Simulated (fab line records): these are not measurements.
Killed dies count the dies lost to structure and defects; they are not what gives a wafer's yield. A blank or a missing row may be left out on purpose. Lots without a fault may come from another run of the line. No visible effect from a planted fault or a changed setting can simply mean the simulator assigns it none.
Which tool is to blame? || flow sky130 || 13 lots with 39 wafers sampled at 5 steps, on a route of 708 steps

WHAT THE GAUGES READ, wafer by wafer
SKY_FIELD_ISO_THK_MEAS_04. Usual: FIELD_ISO_CVD_03_THK 166.5 nm, standard deviation 1.6.
{"lot": "L442", "measured": "day 2 02:48", "on": "film-metro-02", "FIELD_ISO_CVD_03_THK (nm)": "168.8 168.5 170.7", "flag": ""}
{"lot": "L444", "measured": "day 2 10:53", "on": "film-metro-03", "FIELD_ISO_CVD_03_THK (nm)": "169.7 168.7 168.7", "flag": ""}
{"lot": "L445", "measured": "day 2 15:14", "on": "film-metro-03", "FIELD_ISO_CVD_03_THK (nm)": "168.8 167.6 168.5", "flag": ""}
{"lot": "L447", "measured": "day 3 01:50", "on": "film-metro-04", "FIELD_ISO_CVD_03_THK (nm)": "165.6 167.3 166.8", "flag": ""}
{"lot": "L448", "measured": "day 3 06:10", "on": "film-metro-03", "FIELD_ISO_CVD_03_THK (nm)": "166.6 165.5 166.6", "flag": ""}
{"lot": "L451", "measured": "day 3 21:37", "on": "film-metro-04", "FIELD_ISO_CVD_03_THK (nm)": "166.4 167.2 167.2", "flag": ""}
{"lot": "L452", "measured": "day 4 01:29", "on": "film-metro-02", "FIELD_ISO_CVD_03_THK (nm)": "166.3 166.8 165.7", "flag": ""}
{"lot": "L453", "measured": "day 4 06:56", "on": "film-metro-04", "FIELD_ISO_CVD_03_THK (nm)": "165.3 165.5 165.8", "flag": ""}
{"lot": "L458", "measured": "day 5 08:11", "on": "film-metro-04", "FIELD_ISO_CVD_03_THK (nm)": "163.7 164.4 163.5", "flag": ""}
{"lot": "L459", "measured": "day 5 15:07", "on": "film-metro-02", "FIELD_ISO_CVD_03_THK (nm)": "166.6 164.7 166.0", "flag": ""}
{"lot": "L461", "measured": "day 6 07:16", "on": "film-metro-04", "FIELD_ISO_CVD_03_THK (nm)": "164.1 166.2 164.3", "flag": ""}
{"lot": "L462", "measured": "day 6 07:16", "on": "film-metro-03", "FIELD_ISO_CVD_03_THK (nm)": "163.9 165.4 164.3", "flag": ""}
{"lot": "L463", "measured": "day 6 10:15", "on": "film-metro-03", "FIELD_ISO_CVD_03_THK (nm)": "163.5 165.0 164.1", "flag": ""}

SKY_FIELD_ISO_CD_MEAS_13: target cd 150 nm. Usual: 150.1 nm for cd-nm, sd 1.7.
{"lot": "L442", "measured": "day 2 17:50", "on": "cd-sem-02", "cd-nm (nm)": "151.0 151.2 151.0", "flag": ""}
{"lot": "L444", "measured": "day 3 02:11", "on": "cd-sem-01", "cd-nm (nm)": "151.7 152.5 152.8", "flag": ""}
{"lot": "L445", "measured": "day 3 06:46", "on": "cd-sem-02", "cd-nm (nm)": "148.8 151.4 148.8", "flag": ""}
{"lot": "L447", "measured": "day 3 17:44", "on": "cd-sem-01", "cd-nm (nm)": "151.9 151.9 152.7", "flag": ""}
{"lot": "L448", "measured": "day 3 21:35", "on": "cd-sem-01", "cd-nm (nm)": "151.1 151.2 150.8", "flag": ""}
{"lot": "L451", "measured": "day 4 15:04", "on": "cd-sem-02", "cd-nm (nm)": "149.2 148.9 147.8", "flag": ""}
{"lot": "L452", "measured": "day 4 18:16", "on": "cd-sem-01", "cd-nm (nm)": "150.5 151.7 151.2", "flag": ""}
{"lot": "L453", "measured": "day 5 00:32", "on": "cd-sem-01", "cd-nm (nm)": "148.0 148.5 150.0", "flag": ""}
{"lot": "L458", "measured": "day 6 02:14", "on": "cd-sem-01", "cd-nm (nm)": "150.3 150.6 151.7", "flag": ""}
{"lot": "L459", "measured": "day 6 08:55", "on": "cd-sem-02", "cd-nm (nm)": "151.7 150.7 152.1", "flag": ""}
{"lot": "L461", "measured": "day 7 02:11", "on": "cd-sem-01", "cd-nm (nm)": "149.9 150.9 150.9", "flag": ""}
{"lot": "L462", "measured": "day 7 03:11", "on": "cd-sem-01", "cd-nm (nm)": "149.2 149.1 149.2", "flag": ""}
{"lot": "L463", "measured": "day 7 04:53", "on": "cd-sem-01", "cd-nm (nm)": "149.0 148.1 150.4", "flag": ""}

SKY_SONOS_ONO_THK_MEAS_01. Usual: SONOS_ONO_OXIDATION_THK 2.59 nm, standard deviation 0.056.
{"lot": "L442", "measured": "day 12 01:46", "on": "film-metro-03", "SONOS_ONO_OXIDATION_THK (nm)": "2.64 2.57 2.62", "flag": ""}
{"lot": "L444", "measured": "day 12 17:34", "on": "film-metro-04", "SONOS_ONO_OXIDATION_THK (nm)": "2.52 2.53 2.51", "flag": ""}
{"lot": "L445", "measured": "day 12 17:34", "on": "film-metro-03", "SONOS_ONO_OXIDATION_THK (nm)": "2.48 2.51 2.49", "flag": ""}
{"lot": "L447", "measured": "day 13 15:53", "on": "film-metro-04", "SONOS_ONO_OXIDATION_THK (nm)": "2.60 2.60 2.64", "flag": ""}
{"lot": "L448", "measured": "day 13 18:28", "on": "film-metro-03", "SONOS_ONO_OXIDATION_THK (nm)": "2.67 2.65 2.56", "flag": ""}
{"lot": "L451", "measured": "day 14 23:53", "on": "film-metro-04", "SONOS_ONO_OXIDATION_THK (nm)": "2.96 2.91 2.91", "flag": "OFF"}
{"lot": "L452", "measured": "day 15 08:27", "on": "film-metro-04", "SONOS_ONO_OXIDATION_THK (nm)": "2.92 2.80 2.91", "flag": "OFF"}
{"lot": "L453", "measured": "day 15 13:38", "on": "film-metro-04", "SONOS_ONO_OXIDATION_THK (nm)": "2.59 2.58 2.57", "flag": ""}
{"lot": "L458", "measured": "day 17 05:56", "on": "film-metro-04", "SONOS_ONO_OXIDATION_THK (nm)": "2.52 2.58 2.60", "flag": ""}
{"lot": "L459", "measured": "day 17 11:56", "on": "film-metro-03", "SONOS_ONO_OXIDATION_THK (nm)": "2.62 2.57 2.55", "flag": ""}
{"lot": "L461", "measured": "day 18 17:22", "on": "film-metro-04", "SONOS_ONO_OXIDATION_THK (nm)": "2.53 2.53 2.56", "flag": ""}
{"lot": "L462", "measured": "day 18 16:29", "on": "film-metro-04", "SONOS_ONO_OXIDATION_THK (nm)": "2.69 2.61 2.61", "flag": ""}
{"lot": "L463", "measured": "day 19 05:53", "on": "film-metro-02", "SONOS_ONO_OXIDATION_THK (nm)": "2.50 2.48 2.57", "flag": ""}

SKY_LDD_HVN_OVL_MEAS_07. Usual: LDD_HVN_OVL -0.5 nm, standard deviation 1.7.
{"lot": "L442", "measured": "day 20 23:06", "on": "overlay-02", "LDD_HVN_OVL (nm)": "0.2 0.3 0.4", "flag": ""}
{"lot": "L444", "measured": "day 21 19:31", "on": "overlay-01", "LDD_HVN_OVL (nm)": "-0.3 -1.4 -2.5", "flag": ""}
{"lot": "L445", "measured": "day 21 14:51", "on": "overlay-01", "LDD_HVN_OVL (nm)": "1.3 1.8 2.2", "flag": ""}
{"lot": "L447", "measured": "day 22 22:14", "on": "overlay-02", "LDD_HVN_OVL (nm)": "0.5 -0.3 -0.8", "flag": ""}
{"lot": "L448", "measured": "day 23 00:41", "on": "overlay-02", "LDD_HVN_OVL (nm)": "0.5 0.7 -0.7", "flag": ""}
{"lot": "L451", "measured": "day 24 07:26", "on": "overlay-02", "LDD_HVN_OVL (nm)": "0.2 -1.0 0.2", "flag": ""}
{"lot": "L452", "measured": "day 24 16:19", "on": "overlay-02", "LDD_HVN_OVL (nm)": "-0.8 -1.6 -2.1", "flag": ""}
{"lot": "L453", "measured": "day 24 20:51", "on": "overlay-01", "LDD_HVN_OVL (nm)": "-0.3 -0.1 -0.7", "flag": ""}
{"lot": "L458", "measured": "day 26 12:38", "on": "overlay-01", "LDD_HVN_OVL (nm)": "3.6 2.2 1.3", "flag": ""}
{"lot": "L459", "measured": "day 26 19:27", "on": "overlay-02", "LDD_HVN_OVL (nm)": "-0.8 -0.6 -1.1", "flag": ""}
{"lot": "L461", "measured": "day 27 23:13", "on": "overlay-02", "LDD_HVN_OVL (nm)": "-3.3 -3.5 -1.8", "flag": ""}
{"lot": "L462", "measured": "day 27 21:07", "on": "overlay-01", "LDD_HVN_OVL (nm)": "4.0 1.0 3.1", "flag": ""}
{"lot": "L463", "measured": "day 28 12:53", "on": "overlay-02", "LDD_HVN_OVL (nm)": "-2.0 -3.5 -2.6", "flag": ""}

TOOL THAT RAN EACH LOT (tool first, then ch and the chambers of the sampled wafers, then the start)
{"lot": "L442", "SKY_SONOS_ONO_OXIDATION_00": "furnace-01 ch 0, day 12 00:25"}
{"lot": "L444", "SKY_SONOS_ONO_OXIDATION_00": "furnace-01 ch 0, day 12 16:12"}
{"lot": "L445", "SKY_SONOS_ONO_OXIDATION_00": "furnace-01 ch 0, day 12 16:12"}
{"lot": "L447", "SKY_SONOS_ONO_OXIDATION_00": "furnace-01 ch 0, day 13 14:32"}
{"lot": "L448", "SKY_SONOS_ONO_OXIDATION_00": "furnace-01 ch 0, day 13 17:08"}
{"lot": "L451", "SKY_SONOS_ONO_OXIDATION_00": "furnace-01 ch 0, day 14 22:32"}
{"lot": "L452", "SKY_SONOS_ONO_OXIDATION_00": "furnace-01 ch 0, day 15 07:05"}
{"lot": "L453", "SKY_SONOS_ONO_OXIDATION_00": "furnace-02 ch 0, day 15 12:16"}
{"lot": "L458", "SKY_SONOS_ONO_OXIDATION_00": "furnace-02 ch 0, day 17 04:35"}
{"lot": "L459", "SKY_SONOS_ONO_OXIDATION_00": "furnace-02 ch 0, day 17 10:34"}
{"lot": "L461", "SKY_SONOS_ONO_OXIDATION_00": "furnace-02 ch 0, day 18 16:01"}
{"lot": "L462", "SKY_SONOS_ONO_OXIDATION_00": "furnace-01 ch 0, day 18 15:08"}
{"lot": "L463", "SKY_SONOS_ONO_OXIDATION_00": "furnace-01 ch 0, day 19 04:32"}
- SKY_SONOS_ONO_OXIDATION_00: stabilise 600 s, purge 300 s, target thk 2.6 nm.

AS READ BY THE TOOLS THEMSELVES (means over the sampled wafers that have a number; for cases with no such wafer, the mark the record gives instead)
SKY_SONOS_ONO_OXIDATION_00. Usual: spike-tc-centre-C 800.3 C, standard deviation 0.86; spike-tc-lower-C 800.7 C, standard deviation 1.1; spike-tc-top-C 810.7 C, standard deviation 2.6; spike-tc-upper-C 798.6 C, standard deviation 1.2; zone-power-centre-pct 14.2 %, standard deviation 0.83.
{"lot": "L442", "tool": "furnace-01", "spike-tc-centre-C (C)": 801.0, "spike-tc-lower-C (C)": 800.9, "spike-tc-top-C (C)": 813.0, "spike-tc-upper-C (C)": 799.0, "zone-power-centre-pct (%)": 13.4, "flag": ""}
{"lot": "L444", "tool": "furnace-01", "spike-tc-centre-C (C)": 800.7, "spike-tc-lower-C (C)": 801.1, "spike-tc-top-C (C)": 812.3, "spike-tc-upper-C (C)": 798.9, "zone-power-centre-pct (%)": 13.4, "flag": ""}
{"lot": "L445", "tool": "furnace-01", "spike-tc-centre-C (C)": 800.9, "spike-tc-lower-C (C)": 801.4, "spike-tc-top-C (C)": 814.3, "spike-tc-upper-C (C)": 799.1, "zone-power-centre-pct (%)": 13.4, "flag": ""}
{"lot": "L447", "tool": "furnace-01", "spike-tc-centre-C (C)": 800.4, "spike-tc-lower-C (C)": 800.6, "spike-tc-top-C (C)": 812.5, "spike-tc-upper-C (C)": 799.5, "zone-power-centre-pct (%)": 13.4, "flag": ""}
{"lot": "L448", "tool": "furnace-01", "spike-tc-centre-C (C)": 800.2, "spike-tc-lower-C (C)": 800.9, "spike-tc-top-C (C)": 813.0, "spike-tc-upper-C (C)": 799.2, "zone-power-centre-pct (%)": 13.5, "flag": ""}
{"lot": "L451", "tool": "furnace-01", "spike-tc-centre-C (C)": 808.3, "spike-tc-lower-C (C)": 810.0, "spike-tc-top-C (C)": 820.5, "spike-tc-upper-C (C)": 807.6, "zone-power-centre-pct (%)": 13.6, "flag": "OFF"}
{"lot": "L452", "tool": "furnace-01", "spike-tc-centre-C (C)": 808.8, "spike-tc-lower-C (C)": 808.9, "spike-tc-top-C (C)": 820.7, "spike-tc-upper-C (C)": 806.9, "zone-power-centre-pct (%)": 13.6, "flag": "OFF"}
{"lot": "L453", "tool": "furnace-02", "spike-tc-centre-C (C)": 799.3, "spike-tc-lower-C (C)": 800.4, "spike-tc-top-C (C)": 809.0, "spike-tc-upper-C (C)": 797.1, "zone-power-centre-pct (%)": 15.1, "flag": ""}
{"lot": "L458", "tool": "furnace-02", "spike-tc-centre-C (C)": 800.1, "spike-tc-lower-C (C)": 799.3, "spike-tc-top-C (C)": 807.4, "spike-tc-upper-C (C)": 797.4, "zone-power-centre-pct (%)": 15.1, "flag": ""}
{"lot": "L459", "tool": "furnace-02", "spike-tc-centre-C (C)": 800.1, "spike-tc-lower-C (C)": 800.8, "spike-tc-top-C (C)": 809.5, "spike-tc-upper-C (C)": 798.5, "zone-power-centre-pct (%)": 15.1, "flag": ""}
{"lot": "L461", "tool": "furnace-02", "spike-tc-centre-C (C)": 800.2, "spike-tc-lower-C (C)": 799.9, "spike-tc-top-C (C)": 807.7, "spike-tc-upper-C (C)": 797.7, "zone-power-centre-pct (%)": 15.0, "flag": ""}
{"lot": "L462", "tool": "furnace-01", "spike-tc-centre-C (C)": 800.4, "spike-tc-lower-C (C)": 800.7, "spike-tc-top-C (C)": 812.1, "spike-tc-upper-C (C)": 799.3, "zone-power-centre-pct (%)": 13.4, "flag": ""}
{"lot": "L463", "tool": "furnace-01", "spike-tc-centre-C (C)": 800.6, "spike-tc-lower-C (C)": 801.1, "spike-tc-top-C (C)": 813.1, "spike-tc-upper-C (C)": 799.1, "zone-power-centre-pct (%)": 13.5, "flag": ""}

THE ANSWER, worked out from the rows above alone
Rule: a lot counts as off when the mean over its wafers that have a number is more than 3 standard deviations away from the usual mean. A lot without any number at a reading at which 4 lots or more have one is off too. All remaining lots with rows at the step are treated as sound. After the gauges, taken in route order, come the tools' own readings; for these a lot's mean is taken, as printed above. At the first step where some lot is off, the reading lying furthest off is the one used; lots without a number count as furthest.
Off: L451, L452, at SKY_SONOS_ONO_THK_MEAS_01 (SONOS_ONO_OXIDATION_THK).
A tool fits if, at a process step before that reading, it ran every lot that is off, and no sound lot after the first of them. Not tried: the gauges at SKY_SONOS_ONO_THK_MEAS_01; whatever is off there is also off at SKY_SONOS_ONO_OXIDATION_00, on other tools, and gauge error can't account for it. Of those tried, none fits.

WHAT THE SIMULATOR HAD INSERTED
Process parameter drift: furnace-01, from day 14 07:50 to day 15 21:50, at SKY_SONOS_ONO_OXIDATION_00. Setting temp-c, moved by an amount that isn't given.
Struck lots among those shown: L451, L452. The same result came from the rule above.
